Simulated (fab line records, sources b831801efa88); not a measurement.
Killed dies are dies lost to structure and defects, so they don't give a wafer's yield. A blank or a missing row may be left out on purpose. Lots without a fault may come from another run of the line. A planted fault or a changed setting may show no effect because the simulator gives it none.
fab line records | flow sky130
record lots=5 wafers=15 last_day=50
route steps=708 shown LDD_P@259 LDD_HVN@267 LDD_HVP@278 PAD_OPEN@708
lots that met no fault: from a run of the same line without faults
start_h: hours from the record's first day to the start of the lot's first wafer shown | wait_h: hours since the lot's step before | " the same as in the row above | L1.1+2: a row that stands for several wafers | - no value, or no start given | * or withheld: withheld | < > ~ a bound
route shown NAME@n: a module of which the file shows steps, and the number in the route of the first | usual: mean/standard deviation of fault-free wafers | same: alike in all rows | chamber/n: place in a boat | sites: the reading at each site | _std_site: their standard deviation | _edge_site: outer sites' mean less inner sites' | radius_mm: how far each site lies from the wafer's centre | mask NAME#n: copy n | behind: the tool/chamber that last shaped the wafer | hold: why the lot was held/for how many hours/how that ended | device: the transistor (n, p or np) that didn't switch | end of line: the same wafers' tests at the end of the route | a step without rows: its recipe alone | killed: dies lost to structure and defects at the first sort, not the wafer's yield | map: a wafer's dies, x killed, . not, _ none there
set.NAME: the setting as run; set.NAME@STEP: as run at that earlier step | model.NAME: the simulator's own value behind a step, which no gauge read
lots at some steps of the route; a table a step, a row a wafer
services: from which hour (start_h, from the record's first day; less than 0 if before it) a tool's chamber was out of use, for how many hours, and why
## steps
# step SKY_LDD_P_EXPOSE_04
# recipe mask_id=PSDM na=0.6 source_shape=conventional sigma_outer=0.6 polarization=unpolarized target_cd_nm=380 dose_mj=138
# step SKY_LDD_P_PEB_05
# recipe temp_c=withheld time_s=* resist=NOVOLAK
# step SKY_LDD_P_DEVELOP_06
# recipe resist=NOVOLAK developer=TMAH develop_time_s=60 dev_temp_c=23
# step SKY_LDD_P_CD_MEAS_07
# recipe target_cd_nm=380
# usual cd_nm=380.1/2.9
# columns lot.wafer tool chamber start_h wait_h cd_nm
L879.1 cd_sem-02 - 508.59 0.1 374.8
L879.2 " - " " 376.9
L879.6 " - " " 379.0
L882.1 cd_sem-02 - 516.74 0.2 381.6
L882.3 " - " " 379.2
L882.5 " - " " 379.7
L883.2 cd_sem-01 - 526.81 0.1 382.1
L883.3 " - " " 384.4
L883.5 " - " " 382.0
L894.2 cd_sem-02 - 620.15 0.1 373.2
L894.4 " - " " 376.2
L894.5 " - " " 373.4
L895.1 cd_sem-02 - 620.94 0.1 383.5
L895.3 " - " " 384.6
L895.5 " - " " 383.9
# step SKY_LDD_P_OVL_MEAS_08
# usual LDD_P_OVL=-0.9/1.3
# columns lot.wafer tool chamber start_h wait_h LDD_P_OVL[nm]
L879.1 overlay-01 - 508.71 0.1 -2.0
L879.2 " - " " -1.7
L879.6 " - " " -1.8
L882.1 overlay-02 - 516.86 0.1 -1.5
L882.3 " - " " -1.7
L882.5 " - " " -1.8
L883.2 overlay-01 - 526.91 0.1 -1.0
L883.3 " - " " -2.3
L883.5 " - " " -1.7
L894.2 overlay-02 - 620.26 0.1 0.0
L894.4 " - " " 0.3
L894.5 " - " " 0.9
L895.1 overlay-01 - 621.06 0.1 -0.5
L895.3 " - " " -1.3
L895.5 " - " " -2.1
# step SKY_LDD_P_IMPLANT_09
# recipe species=BF2 energy_kev=25 dose_cm2=1e+13 tilt_deg=withheld
# step SKY_LDD_P_STRIP_10
# recipe chemistry=O2/N2 power_w=1400 pressure_mtorr=1500 platen_temp_c=withheld o2_flow_sccm=3000 n2_flow_sccm=300 overash_fraction=0.5
# usual drypump_motor_current_A=5.6/0.32 n2_flow_sccm=300.0/0.86 oes_product_au=0.716/0.0048 strip_time_to_endpoint_s=14.18/0.05
# columns lot.wafer tool chamber start_h wait_h drypump_motor_current_A n2_flow_sccm oes_product_au rf_hours_counter_h strip_time_to_endpoint_s
L879.1 plasma_asher-03 0 508.89 0.1 5.8 301.2 0.717 80 14.18
L879.2 " 1 " " 5.5 299.3 0.713 80 14.17
L879.6 " 0 " " 5.7 301.0 0.722 - 14.20
L882.1 plasma_asher-04 0 517.05 0.1 5.8 299.8 0.707 40 14.14
L882.3 " 1 " " 6.2 299.7 0.714 - 14.16
L882.5 " 1 " " 6.2 299.8 0.714 - 14.12
L883.2 plasma_asher-03 1 527.09 0.1 5.5 300.7 0.725 81 14.21
L883.3 " 0 " " 5.7 299.6 0.720 - 14.22
L883.5 " 0 " " 5.7 299.8 0.707 - 14.23
L894.2 plasma_asher-03 0 620.44 0.1 5.7 299.5 0.716 91 14.13
L894.4 " 0 " " 5.7 301.7 0.709 - 14.14
L894.5 " 0 " " 5.7 301.9 0.718 - 14.16
L895.1 plasma_asher-02 1 621.24 0.1 5.1 299.0 0.716 19 14.20
L895.3 " 0 " " 5.9 300.7 0.714 - 14.22
L895.5 " 0 " " 5.9 299.9 0.712 - 14.16
# step SKY_LDD_P_TW_MEAS_11
# usual LDD_P_TW=632/6.4
# columns lot.wafer tool chamber start_h wait_h LDD_P_TW
L879.1 film_metro-01 - 508.99 0.1 640
L879.2 " - " " 638
L879.6 " - " " 642
L882.1 film_metro-03 - 517.15 0.1 628
L882.3 " - " " 626
L882.5 " - " " 627
L883.2 film_metro-02 - 527.20 0.1 632
L883.3 " - " " 632
L883.5 " - " " 633
L894.2 film_metro-03 - 620.55 0.1 630
L894.4 " - " " 628
L894.5 " - " " 632
L895.1 film_metro-03 - 621.34 0.1 630
L895.3 " - " " 627
L895.5 " - " " 627
# step SKY_LDD_HVN_DEHYDRATE_00
# recipe temp_c=200 time_s=60
# step SKY_LDD_HVN_HMDS_01
# recipe prime_time_s=60 prime_temp_c=120
# step SKY_LDD_HVN_COAT_02
# recipe resist=NOVOLAK spin_rpm=3000 resist_thk_nm=300
# step SKY_LDD_HVN_SOFTBAKE_03
# recipe temp_c=90 time_s=60 resist=NOVOLAK
# step SKY_LDD_HVN_EXPOSE_04
# recipe mask_id=HVNTM na=0.6 source_shape=conventional sigma_outer=0.6 polarization=unpolarized target_cd_nm=700 dose_mj=127
# same sigma_outer=0.6
# columns lot.wafer tool chamber start_h wait_h mask
L879.1+2+6 iline_stepper-02 0 523.29 - HVNTM#0
L882.1+3+5 iline_stepper-01 0 532.05 - HVNTM#0
L883.2+3+5 iline_stepper-01 0 542.63 - PSDM#0
L894.2+4+5 iline_stepper-01 0 636.04 - HVNTM#0
L895.1+3+5 iline_stepper-01 0 636.62 - HVNTM#0
# step SKY_LDD_HVN_PEB_05
# recipe temp_c=withheld time_s=* resist=NOVOLAK
# step SKY_LDD_HVN_DEVELOP_06
# recipe resist=NOVOLAK developer=TMAH develop_time_s=60 dev_temp_c=23
# step SKY_LDD_HVN_OVL_MEAS_07
# usual LDD_HVN_OVL=-0.2/1.4
# columns lot.wafer tool chamber start_h wait_h LDD_HVN_OVL[nm]
L879.1 overlay-01 - 538.27 0.1 0.2
L879.2 " - " " 0.8
L879.6 " - " " -0.2
L882.1 overlay-01 - 546.37 0.1 -0.5
L882.3 " - " " 0.7
L882.5 " - " " 2.9
L883.2 overlay-01 - 557.44 0.1 -
L883.3 " - " " -
L883.5 " - " " -
L894.2 overlay-02 - 650.11 0.1 0.0
L894.4 " - " " -1.2
L894.5 " - " " -0.3
L895.1 overlay-02 - 650.62 0.1 0.6
L895.3 " - " " -0.5
L895.5 " - " " -1.6
# step SKY_LDD_HVN_IMPLANT_08
# recipe species=P energy_kev=60 dose_cm2=3e+13 tilt_deg=40
# step SKY_LDD_HVN_STRIP_09
# recipe chemistry=O2/N2 power_w=1400 pressure_mtorr=1500 platen_temp_c=withheld o2_flow_sccm=3000 n2_flow_sccm=300 overash_fraction=0.5
# usual drypump_motor_current_A=5.7/0.38 n2_flow_sccm=300.0/0.94 oes_product_au=0.409/0.0042 strip_time_to_endpoint_s=4.134/0.015
# columns lot.wafer tool chamber start_h wait_h drypump_motor_current_A n2_flow_sccm oes_product_au rf_hours_counter_h strip_time_to_endpoint_s
L879.1 plasma_asher-04 0 538.46 0.1 5.7 300.9 0.403 42 4.112
L879.2 " 1 " " 6.2 299.9 0.412 42 4.111
L879.6 " 1 " " 6.2 300.5 0.411 - 4.117
L882.1 plasma_asher-02 1 546.56 0.1 5.1 299.7 0.405 12 4.119
L882.3 " 0 " " 5.9 300.8 0.409 - 4.149
L882.5 " 1 " " 5.1 300.0 0.407 - 4.140
L883.2 plasma_asher-02 0 557.62 0.1 5.9 298.9 0.413 13 4.164
L883.3 " 1 " " 5.1 300.4 0.409 - 4.157
L883.5 " 1 " " 5.1 299.8 0.413 - 4.153
L894.2 plasma_asher-02 0 650.29 0.1 5.9 300.1 0.400 22 4.137
L894.4 " 0 " " 5.9 300.7 0.407 - 4.150
L894.5 " 0 " " 5.9 299.9 0.406 - 4.149
L895.1 plasma_asher-04 1 650.81 0.1 6.2 299.6 0.413 53 4.126
L895.3 " 1 " " 6.2 298.1 0.413 - 4.133
L895.5 " 1 " " 6.2 299.2 0.403 - 4.133
# step SKY_LDD_HVN_TW_MEAS_10
# usual LDD_HVN_TW=1441/11
# columns lot.wafer tool chamber start_h wait_h LDD_HVN_TW
L879.1 film_metro-04 - 538.56 0.1 1455
L879.2 " - " " 1449
L879.6 " - " " 1449
L882.1 film_metro-04 - 546.66 0.1 1459
L882.3 " - " " 1449
L882.5 " - " " 1448
L883.2 film_metro-02 - 557.73 0.1 30
L883.3 " - " " 30
L883.5 " - " " 30
L894.2 film_metro-02 - 650.40 0.1 1434
L894.4 " - " " 1428
L894.5 " - " " 1435
L895.1 film_metro-02 - 650.91 0.1 1433
L895.3 " - " " 1429
L895.5 " - " " 1436
# step SKY_LDD_HVP_DEHYDRATE_00
# recipe temp_c=200 time_s=60
# step SKY_PAD_OPEN_PROBE_99
# columns lot.wafer tool chamber start_h wait_h model.etest.pfet_01v8.r_on_ohm_um model.etest.pfet_g5v0d10v5.r_on_ohm_um model.etest.pfet_16v.r_on_ohm_um model.etest.nfet_g5v0d10v5.r_on_ohm_um model.etest.pfet_01v8.drive_ua_um model.etest.pfet_01v8_lvt.drive_ua_um model.etest.pfet_01v8_hvt.drive_ua_um model.etest.pfet_g5v0d10v5.drive_ua_um
L879.1 prober-01 - 1128.59 0.1 2900 4807 1.53e+04 1898 190.2 172.4 141.6 338.5
L879.2 prober-01 - 1128.64 0.1 3001 4880 1.519e+04 1927 183.5 170.7 135.8 325.9
L879.6 prober-01 - 1128.84 0.2 2906 4715 1.522e+04 1874 192.4 174.1 141.5 342.2
L882.1 prober-02 - 1131.65 0.1 2973 4813 1.516e+04 1884 188 169.1 140.5 334.1
L882.3 prober-02 - 1131.75 0.2 2917 4807 1.517e+04 1865 191.7 173 143.1 339.4
L882.5 prober-02 - 1131.85 0.2 2925 4787 1.53e+04 1850 193.4 173 144.6 337.9
L883.2 prober-01 - 1138.11 0.1 5577 6195 1.641e+04 2167 65.6 76.88 52.78 250.8
L883.3 prober-01 - 1138.16 0.2 5708 6373 1.657e+04 2266 63.11 75.27 51.33 244.8
L883.5 prober-01 - 1138.26 0.2 5670 6457 1.675e+04 2218 64.13 75.9 51.99 240.3
L894.2 prober-02 - 1193.35 0.1 2950 4786 1.484e+04 1887 188.7 171.4 139.3 340.4
L894.4 prober-02 - 1193.45 0.2 3024 4746 1.476e+04 1867 184.1 172.4 135.6 342.9
L894.5 prober-02 - 1193.50 0.2 2956 4728 1.503e+04 1880 188.3 174.4 140.1 346.2
L895.1 prober-01 - 1193.68 0.1 2838 4656 1.504e+04 1861 198.4 178.1 146.5 347.3
L895.3 prober-01 - 1193.78 0.2 2870 4649 1.525e+04 1867 196.8 175.3 145.5 344.7
L895.5 prober-01 - 1193.88 0.2 2852 4601 1.523e+04 1844 196.2 177.1 146 352
# killed by level:class
L879.1 VIA1:geometric_particle:open=15 LI_CONTACT:geometric_particle:open=9 METAL2:geometric_particle:short=8 VIA3:geometric_particle:open=7 FIELD_ISO:geometric_particle:open=5 POLY_GATE:geometric_particle:short=5 VIA2:geometric_particle:open=5 VIA3:geometric_particle:short=5
L879.2 VIA1:geometric_particle:open=11 LOCAL_INTERCONNECT:geometric_particle:short=7 CONTACT:geometric_particle:open=7 VIA3:geometric_particle:open=7 METAL1:geometric_particle:short=6 VIA1:geometric_particle:short=5 METAL2:geometric_particle:short=5 VIA2:geometric_particle:open=5
L879.6 VIA1:geometric_particle:open=8 VIA1:geometric_particle:short=6 LI_CONTACT:geometric_particle:open=6 FIELD_ISO:geometric_particle:open=5 LI_CONTACT:geometric_particle:short=5 CONTACT:geometric_particle:open=5 METAL2:geometric_particle:short=5 FIELD_ISO:geometric_particle:short=3
L882.1 CONTACT:geometric_particle:open=10 VIA1:geometric_particle:open=10 VIA2:geometric_particle:open=9 LI_CONTACT:geometric_particle:open=9 VIA3:geometric_particle:open=9 LOCAL_INTERCONNECT:geometric_particle:short=6 VIA1:geometric_particle:short=5 LI_CONTACT:geometric_particle:short=5
L882.3 CONTACT:geometric_particle:open=12 LI_CONTACT:geometric_particle:open=10 LOCAL_INTERCONNECT:geometric_particle:short=10 VIA1:geometric_particle:open=8 VIA2:geometric_particle:open=7 VIA3:geometric_particle:open=7 VIA1:geometric_particle:short=6 POLY_GATE:geometric_particle:short=5
L882.5 VIA1:geometric_particle:open=14 CONTACT:geometric_particle:short=7 LI_CONTACT:geometric_particle:open=7 FIELD_ISO:geometric_particle:open=6 CONTACT:geometric_particle:open=6 FIELD_ISO:geometric_particle:short=5 METAL2:geometric_particle:short=5 POLY_GATE:geometric_particle:open=4
L894.2 VIA2:geometric_particle:open=12 VIA1:geometric_particle:open=11 METAL2:geometric_particle:short=9 LI_CONTACT:geometric_particle:open=8 METAL1:geometric_particle:short=6 VIA3:geometric_particle:open=6 FIELD_ISO:geometric_particle:open=5 CONTACT:geometric_particle:open=5
L894.4 VIA2:geometric_particle:open=12 VIA3:geometric_particle:open=9 VIA1:geometric_particle:open=7 LI_CONTACT:geometric_particle:open=7 CONTACT:geometric_particle:open=5 METAL1:geometric_particle:short=5 LOCAL_INTERCONNECT:geometric_particle:short=4 CONTACT:geometric_particle:short=4
L894.5 VIA1:geometric_particle:open=9 VIA2:geometric_particle:open=7 CONTACT:geometric_particle:short=6 METAL1:geometric_particle:short=6 FIELD_ISO:geometric_particle:short=5 POLY_GATE:geometric_particle:short=5 LI_CONTACT:geometric_particle:open=5 FIELD_ISO:geometric_particle:open=4
L895.1 CONTACT:geometric_particle:open=13 VIA1:geometric_particle:open=9 VIA3:geometric_particle:open=9 VIA1:geometric_particle:short=8 CONTACT:geometric_particle:short=7 FIELD_ISO:geometric_particle:short=6 LI_CONTACT:geometric_particle:open=6 VIA2:geometric_particle:open=6
L895.3 VIA1:geometric_particle:open=19 VIA3:geometric_particle:open=8 FIELD_ISO:geometric_particle:open=7 CONTACT:geometric_particle:short=6 LI_CONTACT:geometric_particle:open=6 VIA2:geometric_particle:open=6 POLY_GATE:geometric_particle:short=5 POLY_GATE:geometric_particle:open=5
L895.5 VIA3:geometric_particle:open=11 CONTACT:geometric_particle:open=10 VIA1:geometric_particle:open=8 LI_CONTACT:geometric_particle:open=7 METAL1:geometric_particle:short=7 METAL4:geometric_particle:short=6 VIA2:geometric_particle:open=5 FIELD_ISO:geometric_particle:short=4
## services
# columns tool chamber start_h hours kind
iline_stepper-02 0 501.66 - calibration
plasma_asher-03 - 510.57 2.8 pm
iline_stepper-02 - 549.78 2.1 pm
iline_stepper-02 - 551.87 - consumable_replace:lamp
plasma_asher-02 - 559.34 2.8 pm
iline_stepper-02 - 562.20 7.9 repair
iline_stepper-01 - 575.26 6.2 repair
iline_stepper-01 - 585.20 4.4 pm
iline_stepper-02 - 599.08 1.7 pm
iline_stepper-02 - 600.94 2.3 repair
plasma_asher-02 - 604.04 1.7 repair
iline_stepper-01 0 612.20 - calibration
plasma_asher-04 - 648.97 0.6 repair
## key
first_sign step=SKY_LDD_HVN_EXPOSE_04 reading=mask direction=changed
effect step=SKY_LDD_HVN_OVL_MEAS_07 reading=LDD_HVN_OVL direction=missing
effect step=SKY_LDD_HVN_TW_MEAS_10 reading=LDD_HVN_TW direction=down sigmas=99+ usual=1441 struck=30
model_effect step=SKY_PAD_OPEN_PROBE_99 value=etest.pfet_01v8.r_on_ohm_um without=2882 struck=5652
met_at SKY_LDD_HVN_EXPOSE_04
struck_wafers L883.2,L883.3,L883.5
sort_left_out L883.2,L883.3,L883.5
tester_left_out L883
onset_between 532.05 542.63
fault kind=wrong_mask tool=any chamber=- onset_h=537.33 steps=SKY_LDD_HVN_EXPOSE_04 aux_copy=PSDM#0 scope=struck_lots_only
# tester_left_out: of these lots the tester's yield and bins aren't shown, on N5 and GAA mostly nor the transistor test; their killed dies are dies lost to structure and defects alone, not to doping, threshold or leakage, so they don't give the yield
# sort_left_out: the simulated sort isn't trusted on such a fault, so these wafers' sort isn't shown, and their yield isn't known
